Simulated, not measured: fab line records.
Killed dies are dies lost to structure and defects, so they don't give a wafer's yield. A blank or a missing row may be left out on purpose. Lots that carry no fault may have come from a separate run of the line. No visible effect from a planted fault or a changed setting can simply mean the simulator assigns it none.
Which tool did it? ; flow gf180mcu ; 11 lots (33 wafers sampled), 1 step of a 602-step route

== WHAT THE GAUGES SHOWED, per wafer ==
GF_V3_RS_MEAS_24: uses a four-point probe to measure.
lot;measured;on;V3_W_RS (ohm/sq)
L774;day 22 18:35;film-metro-04;0.328 0.329 0.329
L776;day 23 06:39;film-metro-04;0.332 0.333 0.329
L777;day 23 09:29;film-metro-03;0.321 0.330 0.322
L775;day 23 11:47;film-metro-04;0.331 0.322 0.329
L778;day 24 03:10;film-metro-04;0.324 0.326 0.327
L783;day 25 13:07;film-metro-03;0.326 0.333 0.325
L785;day 26 03:41;film-metro-01;0.332 0.328 0.327
L790;day 27 22:58;film-metro-01;0.318 0.327 0.320
L791;day 28 06:04;film-metro-03;0.324 0.324 0.320
L796;day 29 10:35;film-metro-04;0.334 0.321 0.325
L797;day 29 14:59;film-metro-03;0.329 0.328 0.327

== TOOL THAT RAN EACH LOT (tool first, then ch and the chambers of the sampled wafers, then the start) ==
Before these readings, the record contains no process step.

== THE ANSWER, worked out from the rows above alone ==
Rule: usual is defined by the lots themselves. The widest of any qualifying gaps counts: lots, ordered by their means at a reading, are off when they make up no more than a third of the lots, leave a main group of 4 or more, and stand apart from it by 3 or more times the standard deviation of that group's means. A main group is skipped when, at the precision printed for the reading in the tables above, its means are all equal. Also off: a lot with no number at a reading for which 4 or more lots have one. The other lots that the step has rows for count as sound.
No lot is off on any of the readings shown, so nothing can be concluded from this.

== WHAT THE SIMULATOR HAD PUT IN ==
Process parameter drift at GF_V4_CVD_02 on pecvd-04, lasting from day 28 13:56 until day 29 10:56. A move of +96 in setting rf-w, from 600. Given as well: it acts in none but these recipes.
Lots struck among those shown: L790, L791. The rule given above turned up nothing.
